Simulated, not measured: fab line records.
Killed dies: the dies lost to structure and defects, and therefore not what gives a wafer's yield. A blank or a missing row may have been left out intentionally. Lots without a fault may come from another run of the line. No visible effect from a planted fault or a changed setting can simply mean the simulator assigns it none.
Chamber matching :: flow gf180mcu :: cmp-02 running GF_V3_CMP_26: 4 sister chambers
The step polishes, stops on SiO2, t overpolish 15 s, target thk 0 nm. 4 wafers are shown with their chamber, then 12 later ones without.

== EACH WAFER AND ITS CHAMBER ==
wafer: L089.5
chamber: 1
motor current A (A): 13.3

wafer: L090.1
chamber: 2
motor current A (A): 10.8

wafer: L090.2
chamber: 3
motor current A (A): 9.6

wafer: L090.3
chamber: 0
motor current A (A): 11.9

== WAFERS MISSING THEIR CHAMBER ==
wafer: L091.3
motor current A (A): 12.3

wafer: L091.4
motor current A (A): 13.2

wafer: L091.5
motor current A (A): 11.9

wafer: L091.1
motor current A (A): 9.9

wafer: L091.2
motor current A (A): 10.2

wafer: L091.6
motor current A (A): 13.1

wafer: L094.2
motor current A (A): 9.9

wafer: L094.3
motor current A (A): 12.1

wafer: L094.5
motor current A (A): 10.8

wafer: L097.2
motor current A (A): 10.3

wafer: L097.3
motor current A (A): 12.6

wafer: L097.5
motor current A (A): 12.5

== EACH ONE'S CHAMBER ==
wafer: L091.3
from the rows above: can't be placed: 0 or 1
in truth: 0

wafer: L091.4
from the rows above: 1
in truth: 1

wafer: L091.5
from the rows above: 0
in truth: 0

wafer: L091.1
from the rows above: can't be placed: 3 or 2
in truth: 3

wafer: L091.2
from the rows above: can't be placed: 3 or 2
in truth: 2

wafer: L091.6
from the rows above: 1
in truth: 1

wafer: L094.2
from the rows above: can't be placed: 3 or 2
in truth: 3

wafer: L094.3
from the rows above: 0
in truth: 0

wafer: L094.5
from the rows above: 2
in truth: 2

wafer: L097.2
from the rows above: can't be placed: 2 or 3
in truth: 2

wafer: L097.3
from the rows above: can't be placed: 0 or 1
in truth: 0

wafer: L097.5
from the rows above: can't be placed: 0 or 1
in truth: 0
Correctly placed: 5 of 12. These rows do not allow placing 7 (true chamber among the candidates in 7). Placed wrongly: 0.
How it was worked out, from the rows above alone: a wafer's distance from a chamber is the root of the sum, over the readings, of the square of ((its reading less the chamber's mean) divided by the reading's scatter). The wafer belongs to the nearest chamber; if the next one is less than 2 further off, it can't be placed. Each chamber's mean is taken over the wafers shown for it. The scatter: with one shown wafer a chamber, the root of the mean of the squares of how far each hidden wafer lies from its nearest shown one.
